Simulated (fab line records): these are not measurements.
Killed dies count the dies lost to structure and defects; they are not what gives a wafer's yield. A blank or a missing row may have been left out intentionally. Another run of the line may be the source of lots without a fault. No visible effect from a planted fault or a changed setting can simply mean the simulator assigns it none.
Comparing a struck lot with a sound one | flow sky130 | 21 steps out of a route of 708
Sound: wafers L114.3, L114.4, L114.6. Wafers L104.3, L104.4, L104.6 were the ones struck. At the end, the cause is stated.
At each step with rows: each side's tool, then ch and its chambers, then its first start. Under that, the readings that differ: sound wafers | struck wafers | difference of the means | sigmas: that difference in standard deviations of wafers without a fault.
alike: words and numbers the same on both sides, and readings whose means are apart by under 2 such deviations; not compared: readings that were withheld, readings missing a value for some wafer, numbers with overlapping values and no deviation given by the record, and bounds like >300 which may hide the same value.
Wherever a step has rows on one side only, a row that says differs or no value, or a row with sigmas, the two part there. Numbers that don't overlap but have no deviation are shown without sigmas and don't part them. A reading that every wafer of one side lacks parts them only if that side has two wafers or more.

first, 1 step without rows for these wafers: SKY_POLY_GATE_CVD_03 (deposits Si3N4 from DCS/NH3, target thk 75 nm, time 1290 s).
SKY_POLY_GATE_THK_MEAS_04:
  sound on film_metro-02, day 23 05:19; struck on film_metro-02, day 19 14:54
  alike: POLY_GATE_CVD_03_THK
then, 8 steps without rows for these wafers: SKY_POLY_GATE_DEHYDRATE_05 (time 60 s); SKY_POLY_GATE_HMDS_06 (prime time 60 s); SKY_POLY_GATE_COAT_07 (resist thk 110 nm); SKY_POLY_GATE_COAT_08 (resist thk 450 nm); SKY_POLY_GATE_SOFTBAKE_09 (time 90 s); SKY_POLY_GATE_EXPOSE_10 (exposes mask P1M, target cd 150 nm); SKY_POLY_GATE_PEB_11; SKY_POLY_GATE_DEVELOP_12 (develop time 60 s).
SKY_POLY_GATE_CD_MEAS_13 targets a cd of 150 nm.
  sound on cd_sem-01, day 24 11:13; struck on cd_sem-01, day 20 21:27
  alike: cd_nm
SKY_POLY_GATE_OVL_MEAS_14:
  sound on overlay-01, day 24 11:18; struck on overlay-02, day 20 21:32
  alike: POLY_GATE_OVL
SKY_POLY_GATE_ETCH_15: etches BARC in N2/H2, stops on SiO2, time 118.5 s, target depth 110 nm.
  sound on rie_diel-03 ch 0,1,3, day 24 11:19; struck on rie_diel-03 ch 1,2,3, day 20 21:34
  no value came back on the struck wafers for any of 6 readings (bias_w (W), chamber_pressure_mTorr (mTorr) and others); on the sound wafers bias_w (W) reads 100.0 100.0 99.9
  reading                                          | sound           | struck            | difference | sigmas
  model.KrF-thick_of_POLY_GATE_COAT_08.thk_nm (nm) | 345.1 343.1 345 | 437.5 438.1 439.5 | +94.0      |
  not compared: rf_hours_counter_h
SKY_POLY_GATE_ETCH_16: etches Si3N4 in CH3F/O2, stops on poly-Si, time 147.5 s, target depth 75 nm.
  sound on rie_diel-03 ch 0,1,3, day 24 11:24; struck on rie_diel-03 ch 1,2,3, day 20 21:39
  reading                | sound                | struck               | difference | sigmas
  oes_product_au (a.u.)  | 0.636 0.637 0.641    | 0.377 0.370 0.369    | -0.266     | -50
  throttle_valve_pct (%) | 10.546 10.532 10.520 | 10.512 10.520 10.505 | -0.020     | -2
  alike: O2_flow_sccm, bias_w, ch3f_flow_sccm, drypump_motor_current_A
  not compared: rf_hours_counter_h
SKY_POLY_GATE_ETCH_17: etches poly-Si in HBr/Cl2, stops on SiO2, target depth 180 nm, time 70.5 s.
  sound on rie_si-01 ch 2,3, day 24 11:30; struck on rie_si-02 ch 0,1,3, day 20 21:44
  reading                                          | sound             | struck            | difference | sigmas
  oes_product_au (a.u.)                            | 0.997 0.991 0.993 | 0.274 0.274 0.265 | -0.723     | -99 or more
  model.KrF-thick_of_POLY_GATE_COAT_08.thk_nm (nm) | 141.4 136.2 140.7 | 234.4 236.1 237.9 | +96.7      |
  alike: HBr_flow_sccm, bias_w, drypump_motor_current_A, he_backside_leak_sccm, throttle_valve_pct
  not compared: rf_hours_counter_h
SKY_POLY_GATE_STRIP_18: strips in O2/N2.
  sound on plasma_asher-01 ch 0,1, day 24 11:35; struck on plasma_asher-02 ch 0,1, day 20 21:50
  reading                      | sound             | struck            | difference | sigmas
  oes_product_au (a.u.)        | 0.366 0.358 0.366 | 0.402 0.410 0.403 | +0.042     | +9
  strip_time_to_endpoint_s (s) | 3.173 3.127 3.170 | 4.168 4.205 4.209 | +1.037     | +36
  alike: drypump_motor_current_A, n2_flow_sccm
  not compared: rf_hours_counter_h
then, 2 steps without rows for these wafers: SKY_POLY_GATE_CLEAN_19 (cleans in SC1/SC2, time 150 s); SKY_POLY_GATE_OXIDATION_20 (stabilise 600 s, purge 300 s, target thk 4 nm).
SKY_POLY_GATE_THK_MEAS_21:
  sound on film_metro-02, day 24 12:59; struck on film_metro-03, day 20 23:13
  alike: POLY_GATE_OXIDATION_THK
SKY_POLY_GATE_CD_MEAS_22:
  sound on cd_sem-01, day 24 13:05; struck on cd_sem-01, day 20 23:19
  reading    | sound             | struck | difference                    | sigmas
  cd_nm (nm) | 153.2 152.7 156.0 | - - -  | no value on the struck wafers |
then, 1 step without rows for these wafers: SKY_LDD_N_DEHYDRATE_00 (time 60 s).

== WHERE THEY PART ==
Last at SKY_POLY_GATE_CD_MEAS_22 as far as this record goes, first at SKY_POLY_GATE_ETCH_15.

WHY: what had been put in by the simulator
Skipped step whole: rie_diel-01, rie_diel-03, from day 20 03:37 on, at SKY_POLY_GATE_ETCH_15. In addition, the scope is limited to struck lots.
